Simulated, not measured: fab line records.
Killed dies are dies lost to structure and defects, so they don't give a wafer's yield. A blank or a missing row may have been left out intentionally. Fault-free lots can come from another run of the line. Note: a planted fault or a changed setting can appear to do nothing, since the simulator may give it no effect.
One fault through the eyes of 2 desks :: flow sky130 :: each desk has only its own numbers; what lay behind them comes last

== TOOL OWNER'S DESK, plasma_asher-04 ==
The tool's own readings at SKY_FIELD_ISO_STRIP_16 (strips in O2/N2): means of the sampled wafers that have a number, for each lot that ran on this tool. Any lot whose mean is over 4 standard deviations away from the usual mean is out of limits and marked OUT; that distance is given in the brackets.
Columns: A = chamber_pressure_mTorr at SKY_FIELD_ISO_STRIP_16, usual 1500.1 mTorr; B = drypump_motor_current_A at SKY_FIELD_ISO_STRIP_16, usual 5.6 A; C = n2_flow_sccm at SKY_FIELD_ISO_STRIP_16, usual 300.1 sccm; D = oes_product_au at SKY_FIELD_ISO_STRIP_16, usual 0.378 a.u.; E = strip_time_to_endpoint_s at SKY_FIELD_ISO_STRIP_16, usual 3.57 s
lot: L117
first seen here: day 2 10:05
A: 1500.5
B: 5.3
C: 300.7
D: 0.377
E: 3.57

lot: L133
first seen here: day 5 22:55
A: 1499.7
B: 5.9
C: 300.0
D: 0.385
E: 3.58

lot: L138
first seen here: day 7 02:55
A: 1499.7
B: 5.6
C: 299.9
D: 0.378
E: 3.57
This desk's finding: nothing out of limits on any of the 3 lots.

== FROM THE METROLOGY DESK ==
Lot by lot, what the gauges showed, no matter which tool ran the lot: averages of those sampled wafers that carry a number. Any lot whose mean is over 4 standard deviations away from the usual mean is out of limits and marked OUT; that distance is given in the brackets.
Columns: A = NWELL_TW at SKY_NWELL_TW_MEAS_15, usual 1834; B = PWDE_RS at SKY_NWELL_RS_MEAS_31, usual 5283 ohm/sq
lot: L117
first seen here: day 4 19:50
A: 1832
B: 5282

lot: L119
first seen here: day 5 04:56
A: 1867
B: 5267

lot: L121
first seen here: day 5 19:49
A: 1846
B: 5294

lot: L120
first seen here: day 5 20:04
A: 1849
B: 5300

lot: L123
first seen here: day 6 06:00
A: 1793
B: 5281

lot: L124
first seen here: day 6 13:22
A: 1850
B: 5262

lot: L130
first seen here: day 8 19:36
A: 1790
B: 5281

lot: L133
first seen here: day 9 02:50
A: 1854
B: 5269

lot: L138
first seen here: day 10 02:23
A: 1806
B: 5289

lot: L137
first seen here: day 10 04:41
A: 1801
B: 5281

lot: L139
first seen here: day 10 12:59
A: 1856
B: 5280
This desk's finding: nothing out of limits on any of the 11 lots.

== ALL TOGETHER ==
Nothing out of limits was seen by the tool owner's desk.
From the metrology desk's view, nothing was out of limits.

== WHAT HAD BEEN PUT IN BY THE SIMULATOR ==
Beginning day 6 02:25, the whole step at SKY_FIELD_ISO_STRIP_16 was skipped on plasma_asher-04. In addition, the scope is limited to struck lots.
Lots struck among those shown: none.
